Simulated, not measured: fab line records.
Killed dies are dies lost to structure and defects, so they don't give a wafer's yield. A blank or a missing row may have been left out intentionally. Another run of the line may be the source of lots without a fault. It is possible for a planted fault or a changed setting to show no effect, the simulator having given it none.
The tool behind it: which one? + flow sky130 + 11 lots, 33 wafers sampled, at 5 steps of a route of 708

WHAT EACH GAUGE READ, for each wafer
SKY_POLY_CUT_CD_MEAS_08: the cd target is 270 nm. Usual: cd nm 269.5 nm, standard deviation 1.5.
| lot  | measured     | on        | cd nm (nm)        | flag |
|------|--------------|-----------|-------------------|------|
| L869 | day 23 17:37 | cd sem-01 | 269.4 267.6 268.3 |      |
| L871 | day 24 23:41 | cd sem-02 | 270.3 271.8 269.9 |      |
| L874 | day 26 01:43 | cd sem-01 | 269.8 270.4 269.5 |      |
| L875 | day 26 17:55 | cd sem-02 | 269.3 269.6 270.8 |      |
| L876 | day 26 21:44 | cd sem-02 | 268.1 268.5 268.7 |      |
| L878 | day 28 00:59 | cd sem-01 | 270.7 271.5 272.2 |      |
| L882 | day 28 19:14 | cd sem-01 | 269.8 269.6 270.4 |      |
| L881 | day 28 20:51 | cd sem-01 | 270.4 270.4 269.0 |      |
| L890 | day 31 05:54 | cd sem-01 | 269.1 269.4 268.9 |      |
| L891 | day 31 13:47 | cd sem-02 | 269.0 270.2 269.0 |      |
| L892 | day 31 22:55 | cd sem-01 | 267.2 267.5 267.7 |      |

SKY_RES_XHIGH_TW_MEAS_09. Usual: RES_XHIGH_TW gives 1617 (standard deviation 9.8).
| lot  | measured     | on            | RES_XHIGH_TW      | flag |
|------|--------------|---------------|-------------------|------|
| L869 | day 26 01:41 | film metro-01 | 1623 1619 1616    |      |
| L871 | day 27 08:22 | film metro-03 | 1628 1636 1627    |      |
| L874 | day 28 08:04 | film metro-01 | 1611 1618 1610    |      |
| L875 | day 29 01:17 | film metro-03 | 1630 1631 1625    |      |
| L876 | day 29 03:52 | film metro-03 | 1630 1630 1616    |      |
| L878 | day 30 08:11 | film metro-01 | 1621 1618 1627    |      |
| L882 | day 31 01:19 | film metro-01 | 1624 1632 1627    |      |
| L881 | day 31 04:26 | film metro-03 | 30 30 30 29 30 30 | OFF  |
| L890 | day 33 12:41 | film metro-03 | 1627 1637 1621    |      |
| L891 | day 33 21:26 | film metro-01 | 1605 1603 1607    |      |
| L892 | day 34 05:04 | film metro-04 | 1609 1600 1605    |      |

SKY_SD_N_CD_MEAS_07: the cd target is 380 nm. Usual: cd nm 379.3 nm, standard deviation 2.1.
| lot  | measured     | on        | cd nm (nm)        | flag |
|------|--------------|-----------|-------------------|------|
| L869 | day 27 04:11 | cd sem-01 | 376.3 375.4 375.6 |      |
| L871 | day 28 11:08 | cd sem-01 | 376.4 378.1 382.6 |      |
| L874 | day 29 11:31 | cd sem-01 | 375.0 376.9 380.5 |      |
| L875 | day 30 04:52 | cd sem-02 | 380.9 380.1 379.6 |      |
| L876 | day 30 06:23 | cd sem-01 | 380.1 380.0 377.2 |      |
| L878 | day 31 11:08 | cd sem-02 | 380.3 381.3 379.7 |      |
| L882 | day 32 04:17 | cd sem-01 | 379.3 381.1 381.5 |      |
| L890 | day 34 15:23 | cd sem-02 | 381.4 378.6 380.5 |      |
| L891 | day 34 23:49 | cd sem-01 | 379.5 380.1 379.5 |      |
| L892 | day 35 08:29 | cd sem-02 | 382.6 383.3 383.2 |      |

WHAT TOOL EACH LOT RAN ON (gives the tool, then ch and the chambers of the sampled wafers, and finally the start)
| lot  | SKY_POLY_CUT_ETCH_11               | SKY_RES_XHIGH_EXPOSE_04             |
|------|------------------------------------|-------------------------------------|
| L869 | rie diel-03 ch 0,1,2, day 23 17:49 | iline stepper-01 ch 0, day 25 12:24 |
| L871 | rie diel-04 ch 2,3, day 24 23:53   | iline stepper-02 ch 0, day 26 19:15 |
| L874 | rie diel-04 ch 2,3, day 26 01:55   | iline stepper-02 ch 0, day 27 18:32 |
| L875 | rie diel-03 ch 2,3, day 26 18:05   | iline stepper-01 ch 0, day 28 11:14 |
| L876 | rie diel-04 ch 0,3, day 26 21:56   | iline stepper-02 ch 0, day 28 13:48 |
| L878 | rie diel-03 ch 0,2, day 28 01:11   | iline stepper-01 ch 0, day 29 17:59 |
| L882 | rie diel-03 ch 1,2,3, day 28 19:23 | iline stepper-01 ch 0, day 30 12:25 |
| L881 | rie diel-04 ch 0,2, day 28 21:02   | iline stepper-02 ch 0, day 30 15:10 |
| L890 | rie diel-04 ch 0,2,3, day 31 06:05 | iline stepper-01 ch 0, day 32 23:38 |
| L891 | rie diel-04 ch 0,3, day 31 13:59   | iline stepper-02 ch 0, day 33 07:43 |
| L892 | rie diel-02 ch 1,2,3, day 31 23:07 | iline stepper-02 ch 0, day 33 15:34 |
- SKY_POLY_CUT_ETCH_11: etches Si3N4 in CF4/CH2F2/Ar, stops on poly-Si, time 42.5 s, target depth 60 nm.
- SKY_RES_XHIGH_EXPOSE_04: exposes mask URPM, target cd 1270 nm.

WHAT THE TOOLS THEMSELVES READ (means of the sampled wafers that have a number; where no wafer has one, the mark that the record gives instead)
SKY_POLY_CUT_ETCH_11. Usual: drypump motor current A 5.6 A, standard deviation 0.38; mfc ar sccm 150.0 sccm, standard deviation 0.44; oes product au 0.829 a.u., standard deviation 0.0068; throttle valve pct 14.994 %, standard deviation 0.01.
| lot  | tool        | drypump motor current A (A) | mfc ar sccm (sccm) | oes product au (a.u.) | throttle valve pct (%) | flag |
|------|-------------|-----------------------------|--------------------|-----------------------|------------------------|------|
| L869 | rie diel-03 | 5.7                         | 150.1              | 0.830                 | 14.990                 |      |
| L871 | rie diel-04 | 5.2                         | 150.0              | 0.829                 | 14.995                 |      |
| L874 | rie diel-04 | 5.1                         | 149.4              | 0.822                 | 14.988                 |      |
| L875 | rie diel-03 | 5.6                         | 150.3              | 0.832                 | 14.989                 |      |
| L876 | rie diel-04 | 5.1                         | 149.7              | 0.825                 | 14.989                 |      |
| L878 | rie diel-03 | 5.6                         | 149.9              | 0.834                 | 14.995                 |      |
| L882 | rie diel-03 | 5.8                         | 150.2              | 0.834                 | 15.002                 |      |
| L881 | rie diel-04 | 5.2                         | 149.6              | 0.835                 | 14.994                 |      |
| L890 | rie diel-04 | 5.1                         | 150.3              | 0.829                 | 14.994                 |      |
| L891 | rie diel-04 | 5.1                         | 150.0              | 0.828                 | 14.999                 |      |
| L892 | rie diel-02 | 5.8                         | 150.3              | 0.829                 | 14.993                 |      |

SKY_RES_XHIGH_EXPOSE_04. Usual: reticle temp C 22.97 C, standard deviation 0.11; stage vel mm s 500.05 mm/s, standard deviation 0.21.
| lot  | tool             | reticle temp C (C) | stage vel mm s (mm/s) | flag |
|------|------------------|--------------------|-----------------------|------|
| L869 | iline stepper-01 | 22.99              | 500.41                |      |
| L871 | iline stepper-02 | 23.05              | 499.87                |      |
| L874 | iline stepper-02 | 22.98              | 499.94                |      |
| L875 | iline stepper-01 | 22.91              | 499.91                |      |
| L876 | iline stepper-02 | 22.97              | 500.11                |      |
| L878 | iline stepper-01 | 23.07              | 500.09                |      |
| L882 | iline stepper-01 | 23.04              | 500.19                |      |
| L881 | iline stepper-02 | 22.96              | 500.03                |      |
| L890 | iline stepper-01 | 22.95              | 499.96                |      |
| L891 | iline stepper-02 | 23.11              | 500.11                |      |
| L892 | iline stepper-02 | 22.99              | 499.98                |      |

THE ANSWER, worked out from the rows above alone
Rule: take the mean of a lot's wafers that have a number; if it is more than 3 standard deviations from the usual mean, the lot is off. A lot without any number at a reading at which 4 lots or more have one is off too. All remaining lots with rows at the step are treated as sound. Order of review: gauges by route order, followed by the tools' own readings, for which a lot's mean as printed above is used. The first step at which some lot is off is used, and at that step the reading that is off furthest; a lot without a number counts as furthest.
Off: at SKY_RES_XHIGH_TW_MEAS_09 (RES_XHIGH_TW), L881.
If a tool, at a process step before that reading, ran all the lots that are off and no sound lot after the first of them, it fits. Those tools and the gauges at SKY_RES_XHIGH_TW_MEAS_09 are tried in the same way. No candidate that was tried fits.

WHAT WAS PUT IN BY THE SIMULATOR
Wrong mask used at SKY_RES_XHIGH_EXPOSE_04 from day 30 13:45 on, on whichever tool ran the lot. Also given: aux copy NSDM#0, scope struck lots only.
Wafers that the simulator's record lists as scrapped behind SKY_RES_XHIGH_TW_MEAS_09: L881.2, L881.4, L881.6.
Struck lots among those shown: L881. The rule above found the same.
